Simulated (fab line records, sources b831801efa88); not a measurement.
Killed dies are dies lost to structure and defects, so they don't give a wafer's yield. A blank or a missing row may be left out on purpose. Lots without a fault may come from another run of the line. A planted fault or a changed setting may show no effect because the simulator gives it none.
fab line records | flow sky130
record lots=5 wafers=15 last_day=51
route steps=708 shown LI_CONTACT@371 LOCAL_INTERCONNECT@387 PAD_OPEN@708
lots that met no fault: from a run of the same line without faults
start_h: hours from the record's first day to the start of the lot's first wafer shown | wait_h: hours since the lot's step before | " the same as in the row above | L1.1+2: a row that stands for several wafers | - no value, or no start given | * or withheld: withheld | < > ~ a bound
route shown NAME@n: a module of which the file shows steps, and the number in the route of the first | usual: mean/standard deviation of fault-free wafers | same: alike in all rows | chamber/n: place in a boat | sites: the reading at each site | _std_site: their standard deviation | _edge_site: outer sites' mean less inner sites' | radius_mm: how far each site lies from the wafer's centre | mask NAME#n: copy n | behind: the tool/chamber that last shaped the wafer | hold: why the lot was held/for how many hours/how that ended | device: the transistor (n, p or np) that didn't switch | end of line: the same wafers' tests at the end of the route | a step without rows: its recipe alone | killed: dies lost to structure and defects at the first sort, not the wafer's yield | map: a wafer's dies, x killed, . not, _ none there
set.NAME: the setting as run; set.NAME@STEP: as run at that earlier step | model.NAME: the simulator's own value behind a step, which no gauge read
lots at some steps of the route; a table a step, a row a wafer
services: from which hour (start_h, from the record's first day; less than 0 if before it) a tool's chamber was out of use, for how many hours, and why
## steps
# step SKY_LI_CONTACT_EXPOSE_09
# recipe mask_id=LICM1 na=0.8 source_shape=annular sigma_inner=0.55 sigma_outer=0.85 target_cd_nm=170 dose_mj=38
# step SKY_LI_CONTACT_PEB_10
# recipe peb_temp_c=withheld peb_time_s=withheld resist=KrF-thick
# step SKY_LI_CONTACT_DEVELOP_11
# recipe develop_time_s=60 resist=KrF-thick dev_temp_c=21
# step SKY_LI_CONTACT_CD_MEAS_12
# recipe target_cd_nm=170
# usual cd_nm=170.1/1.3
# columns lot.wafer tool chamber start_h wait_h cd_nm
L261.2 cd_sem-02 - 710.46 - 172.1
L261.3 " - " " 170.7
L261.5 " - " " 171.7
L268.4 cd_sem-01 - 756.90 - 172.3
L268.5 " - " " 170.7
L268.6 " - " " 171.5
L270.1 cd_sem-02 - 775.89 - 169.0
L270.4 " - " " 168.8
L270.6 " - " " 168.5
L280.1 cd_sem-02 - 850.39 - 171.3
L280.2 " - " " 170.1
L280.6 " - " " 171.9
L283.1 cd_sem-01 - 862.53 - 171.0
L283.2 " - " " 171.7
L283.5 " - " " 170.9
# step SKY_LI_CONTACT_OVL_MEAS_13
# usual LI_CONTACT_OVL=-4/5
# columns lot.wafer tool chamber start_h wait_h LI_CONTACT_OVL[nm]
L261.2 overlay-02 - 710.57 0.1 -18
L261.3 " - " " -13
L261.5 " - " " -16
L268.4 overlay-01 - 756.98 0.1 2
L268.5 " - " " -4
L268.6 " - " " 0
L270.1 overlay-01 - 776.01 0.1 1
L270.4 " - " " -5
L270.6 " - " " -7
L280.1 overlay-01 - 850.51 0.1 -5
L280.2 " - " " -2
L280.6 " - " " -1
L283.1 overlay-01 - 862.65 0.1 -3
L283.2 " - " " -5
L283.5 " - " " -4
# step SKY_LI_CONTACT_ETCH_14
# recipe chemistry=N2/H2 target=BARC ion_energy_ev=200 source_w=500 bias_w=100 pressure_mtorr=30 n2_flow_sccm=100 h2_flow_sccm=200 stop_on=SiO2 time_s=45.9 target_depth_a=600
# step SKY_LI_CONTACT_ETCH_15
# recipe target=PSG chemistry=C4F8/O2/Ar stop_on=Si taper_deg=4.15 mask_material=KrF-thick source_w=1500 bias_w=1200 pressure_mtorr=40 c4f8_flow_sccm=withheld O2_flow_sccm=6 Ar_flow_sccm=300 time_s=withheld target_depth_a=6000
# usual oes_product_au=0.837/0.0048
# columns lot.wafer tool chamber start_h wait_h oes_product_au
L261.2 rie_diel-04 2 710.64 0.0 0.838
L261.3 " 0 " " 0.837
L261.5 " 1 " " 0.826
L268.4 rie_diel-04 2 757.04 0.0 0.837
L268.5 " 1 " " 0.835
L268.6 " 2 " " 0.838
L270.1 rie_diel-01 0 776.09 0.0 0.835
L270.4 " 3 " " 0.839
L270.6 " 2 " " 0.839
L280.1 rie_diel-03 1 850.59 0.0 0.828
L280.2 " 0 " " 0.832
L280.6 " 1 " " 0.839
L283.1 rie_diel-01 0 862.72 0.0 0.836
L283.2 " 3 " " 0.842
L283.5 " 1 " " 0.834
# step SKY_LI_CONTACT_STRIP_16
# recipe chemistry=O2/N2 power_w=1400 pressure_mtorr=1500 platen_temp_c=withheld o2_flow_sccm=3000 n2_flow_sccm=300 overash_fraction=0.5
# usual drypump_motor_current_A=5.6/0.47 oes_product_au=0.375/0.0051 strip_time_to_endpoint_s=3.50/0.034
# columns lot.wafer tool chamber start_h wait_h drypump_motor_current_A oes_product_au rf_hours_counter_h strip_time_to_endpoint_s
L261.2 plasma_asher-01 1 710.72 - 5.9 0.376 60 3.50
L261.3 " 0 " " 5.0 0.369 - 3.52
L261.5 " 1 " " 5.9 0.363 - 3.48
L268.4 plasma_asher-04 1 757.16 - 6.1 0.375 - 3.56
L268.5 " 1 " " 6.1 0.373 - 3.53
L268.6 " 0 " " 6.4 0.376 - 3.54
L270.1 plasma_asher-02 1 776.18 - 5.2 0.383 95 3.51
L270.4 " 0 " " 5.5 0.379 - 3.52
L270.6 " 1 " " 5.2 0.377 - 3.52
L280.1 plasma_asher-02 1 850.67 - 5.2 0.371 103 3.46
L280.2 " 0 " " 5.5 0.383 103 3.53
L280.6 " 1 " " 5.2 0.365 - 3.47
L283.1 plasma_asher-04 0 862.81 - 6.4 0.379 11 3.49
L283.2 " 1 " " 6.1 0.367 11 3.44
L283.5 " 0 " " 6.4 0.376 - 3.46
# step SKY_LI_CONTACT_CLEAN_17
# recipe chemistry=NMP time_s=600 temp_c=60 dry=n2_spin
# step SKY_LI_CONTACT_PRE_CLEAN_18
# recipe gas=Ar time_s=5.6 bias_v=358
# step SKY_LI_CONTACT_SPUTTER_19
# recipe material=Ti target_thk_nm=20 chamber_pressure_pa=5 power_w=2500 substrate_temp_c=200 time_s=106.37
# usual throttle_valve_pct=29.5/1
# columns lot.wafer tool chamber start_h wait_h throttle_valve_pct
L261.2 pvd_sputter-04 - 711.02 0.0 27.9
L261.3 " - " " 28.5
L261.5 " - " " 28.1
L268.4 pvd_sputter-04 - 757.42 0.0 28.4
L268.5 " - " " 28.2
L268.6 " - " " 30.9
L270.1 pvd_sputter-04 - 776.49 0.0 30.0
L270.4 " - " " 30.7
L270.6 " - " " 28.1
L280.1 pvd_sputter-03 - 850.97 0.0 30.9
L280.2 " - " " 29.9
L280.6 " - " " 31.0
L283.1 pvd_sputter-02 - 863.31 0.0 28.9
L283.2 " - " " 30.4
L283.5 " - " " 31.1
# step SKY_LI_CONTACT_SPUTTER_20
# recipe material=TiN target_thk_nm=20 chamber_pressure_pa=5 power_w=4000 time_s=80
# usual throttle_valve_pct=29.4/1
# columns lot.wafer tool chamber start_h wait_h throttle_valve_pct
L261.2 pvd_sputter-04 - 711.09 0.0 27.9
L261.3 " - " " 28.4
L261.5 " - " " 28.2
L268.4 pvd_sputter-04 - 757.49 0.0 28.6
L268.5 " - " " 27.8
L268.6 " - " " 30.8
L270.1 pvd_sputter-04 - 776.56 0.0 29.9
L270.4 " - " " 30.6
L270.6 " - " " 28.0
L280.1 pvd_sputter-03 - 851.04 0.0 30.8
L280.2 " - " " 30.1
L280.6 " - " " 30.9
L283.1 pvd_sputter-02 - 863.39 0.0 29.2
L283.2 " - " " 30.7
L283.5 " - " " 30.8
# step SKY_LI_CONTACT_CVD_21
# recipe material=W target_thk_nm=400 time_s=120.56 temp_c=400 pressure_torr=40
# usual heater_power_w=882/34
# columns lot.wafer tool chamber start_h wait_h heater_power_w model.W_of_LI_CONTACT_CVD_21.thk_nm
L261.2 cvd_w-02 0 711.15 0.0 896 401.2
L261.3 " 1 " " 933 399.6
L261.5 " 0 " " 897 406.5
L268.4 cvd_w-02 0 757.60 0.1 909 393.7
L268.5 " 1 " " 895 394.1
L268.6 " 0 " " 917 394.3
L270.1 cvd_w-01 1 776.62 0.0 842 393.4
L270.4 " 1 " " 841 391.8
L270.6 " 1 " " 815 395.1
L280.1 cvd_w-02 1 851.11 0.0 920 285.8
L280.2 " 0 " " 893 403.7
L280.6 " 0 " " 907 398.3
L283.1 cvd_w-01 0 863.45 0.0 877 404.4
L283.2 " 1 " " 856 399.5
L283.5 " 0 " " 842 406.6
# step SKY_LI_CONTACT_RS_MEAS_22
# recipe thk_meas_gauge=four-point-probe reads=W_of_LI_CONTACT_CVD_21+TiN_of_LI_CONTACT_SPUTTER_20+Ti_of_LI_CONTACT_SPUTTER_19
# usual LI_CONTACT_W_RS=0.2843/0.0029
# columns lot.wafer tool chamber start_h wait_h LI_CONTACT_W_RS[ohm/sq]
L261.2 film_metro-01 - 711.30 0.1 0.2844
L261.3 " - " " 0.2854
L261.5 " - " " 0.2806
L268.4 film_metro-02 - 757.74 0.1 0.2883
L268.5 " - " " 0.2886
L268.6 " - " " 0.2878
L270.1 film_metro-02 - 776.75 0.1 0.2887
L270.4 " - " " 0.2904
L270.6 " - " " 0.2872
L280.1 film_metro-01 - 851.23 0.1 0.3998
L280.2 " - " " 0.2817
L280.6 " - " " 0.2859
L283.1 film_metro-04 - 863.57 0.1 0.2814
L283.2 " - " " 0.2854
L283.5 " - " " 0.2798
# step SKY_LI_CONTACT_THK_MEAS_23
# recipe thk_meas_gauge=xrf reads=W_of_LI_CONTACT_CVD_21
# usual LI_CONTACT_W_THK=390/5.4
# columns lot.wafer tool chamber start_h wait_h LI_CONTACT_W_THK[nm]
L261.2 film_metro-01 - 711.41 0.1 393
L261.3 " - " " 391
L261.5 " - " " 395
L268.4 film_metro-02 - 757.83 0.1 382
L268.5 " - " " 382
L268.6 " - " " 384
L270.1 film_metro-02 - 776.87 0.1 381
L270.4 " - " " 378
L270.6 " - " " 383
L280.1 film_metro-01 - 851.35 0.1 282
L280.2 " - " " 396
L280.6 " - " " 392
L283.1 film_metro-04 - 863.69 0.1 395
L283.2 " - " " 390
L283.5 " - " " 395
# step SKY_LI_CONTACT_CMP_24
# recipe stop_on=PSG t_overpolish_s=20 down_force_psi=3.5 platen_rpm=60 target_thk_nm=0 pad_velocity_m_s=0.94248
# usual motor_current_A=10.8/0.82 time_to_endpoint_s=97/3.7
# columns lot.wafer tool chamber start_h wait_h motor_current_A time_to_endpoint_s
L261.2 cmp-02 2 711.51 0.1 9.8 93
L261.3 " 0 " " 11.8 91
L261.5 " 1 " " 10.7 98
L268.4 cmp-02 1 758.01 0.2 10.4 96
L268.5 " 2 " " 10.1 94
L268.6 " 3 " " 10.1 94
L270.4 cmp-02 0 776.93 0.0 11.3 91
L270.1 " 3 " " 9.7 91
L270.6 " 1 " " 10.6 96
L280.1 cmp-01 3 851.41 0.1 11.7 67
L280.2 " 0 " " 10.5 99
L280.6 " 0 " " 10.1 99
L283.2 cmp-01 3 864.03 0.3 11.8 101
L283.1 " 0 " " 10.4 102
L283.5 " 1 " " 11.5 98
# step SKY_LOCAL_INTERCONNECT_SPUTTER_00
# recipe material=TiN target_thk_nm=100 temp_c=300 power_w=6500 time_s=83.3 chamber_pressure_pa=0.4
# usual throttle_valve_pct=30.4/1.2
# columns lot.wafer tool chamber start_h wait_h throttle_valve_pct
L261.2 pvd_sputter-01 - 711.76 0.2 31.6
L261.3 " - " " 31.2
L261.5 " - " " 32.0
L268.4 pvd_sputter-01 - 758.16 0.1 32.1
L268.5 " - " " 31.7
L268.6 " - " " 31.1
L270.1 pvd_sputter-03 - 777.23 0.1 30.0
L270.4 " - " " 30.8
L270.6 " - " " 28.6
L280.1 pvd_sputter-01 - 851.71 0.2 31.3
L280.2 " - " " 31.2
L280.6 " - " " 31.2
L283.1 pvd_sputter-01 - 864.23 0.1 31.4
L283.2 " - " " 31.9
L283.5 " - " " 32.0
# step SKY_PAD_OPEN_PROBE_99
# usual killed_at_M0_to_M3=44/7.2 killed_at_M4_up=2.9/1.8 killed_at_contacts=24/5.2 killed_at_front_end=15/4 killed_at_other=0.2/0.49 killed_dies=85/9.1 killed_open=47/6.8 killed_short=38/5.7
# same gross_dies=492 killed_at_back_side=0
# columns lot.wafer tool chamber start_h wait_h killed_at_M0_to_M3 killed_at_M4_up killed_at_contacts killed_at_front_end killed_at_other killed_dies killed_open killed_short
L270.1 prober-02 - 1156.84 0.1 42 0 16 12 0 70 42 28
L270.6 prober-02 - 1157.09 0.2 44 3 17 10 0 74 42 32
# killed by level:class
L270.1 VIA1:geometric_particle:open=15 CONTACT:geometric_particle:open=9 METAL1:geometric_particle:short=6 VIA1:geometric_particle:short=6 POLY_GATE:geometric_particle:short=5 METAL2:geometric_particle:short=5 VIA3:geometric_particle:open=5 FIELD_ISO:geometric_particle:open=3
L270.6 CONTACT:geometric_particle:open=8 VIA1:geometric_particle:open=8 VIA1:geometric_particle:short=7 VIA2:geometric_particle:open=5 LI_CONTACT:geometric_particle:open=4 METAL1:geometric_particle:short=4 METAL2:geometric_particle:short=4 VIA3:geometric_particle:open=4
## services
# columns tool chamber start_h hours kind
cvd_w-01 0 687.29 2.9 repair
rie_diel-04 0 697.34 1.5 repair
cmp-01 - 722.92 1.6 repair
pvd_sputter-04 - 727.20 4.8 repair
plasma_asher-04 - 733.75 9.0 pm
rie_diel-04 1 737.07 15.9 repair
rie_diel-04 2 737.77 10.9 repair
pvd_sputter-02 - 744.56 13.8 repair
rie_diel-01 2 746.35 3.0 repair
cmp-01 - 749.50 4.0 pm
pvd_sputter-02 - 753.37 1.3 repair
pvd_sputter-02 - 769.51 2.3 repair
cmp-02 - 773.32 1.6 repair
plasma_asher-04 - 776.10 7.5 repair
rie_diel-01 1 779.37 3.6 repair
cvd_w-01 - 781.11 28.1 pm
pvd_sputter-04 - 801.15 5.0 repair
plasma_asher-04 - 802.42 2.7 pm
pvd_sputter-04 - 810.33 0.9 repair
pvd_sputter-03 - 826.09 6.4 repair
cmp-02 - 844.01 6.1 repair
pvd_sputter-04 - 850.83 2.8 repair
cvd_w-02 - 862.20 14.6 pm
cmp-02 - 862.74 19.6 pm
## key
first_sign step=SKY_LI_CONTACT_RS_MEAS_22 reading=LI_CONTACT_W_RS direction=up sigmas=39 usual=0.2843 struck=0.3998
effect step=SKY_LI_CONTACT_THK_MEAS_23 reading=LI_CONTACT_W_THK direction=down sigmas=20 usual=390 struck=282
effect step=SKY_LI_CONTACT_CMP_24 reading=time_to_endpoint_s direction=down sigmas=8.1 usual=* struck=*
model_effect step=SKY_LI_CONTACT_CVD_21 value=W_of_LI_CONTACT_CVD_21.thk_nm without=400.3 struck=285.8
met_at SKY_LI_CONTACT_CVD_21
struck_wafers L280.1
tester_left_out L280
onset_between 757.60 851.11
fault kind=process_parameter_drift tool=cvd_w-02 chamber=- onset_h=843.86 steps=SKY_LI_CONTACT_CVD_21 channel=target_thk_nm offset=-114.56 shape=step end_h=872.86 scope=struck_wafers_only acts_in=these_recipes_only stated=400
# tester_left_out: of these lots the tester's yield and bins aren't shown, on N5 and GAA mostly nor the transistor test; their killed dies are dies lost to structure and defects alone, not to doping, threshold or leakage, so they don't give the yield
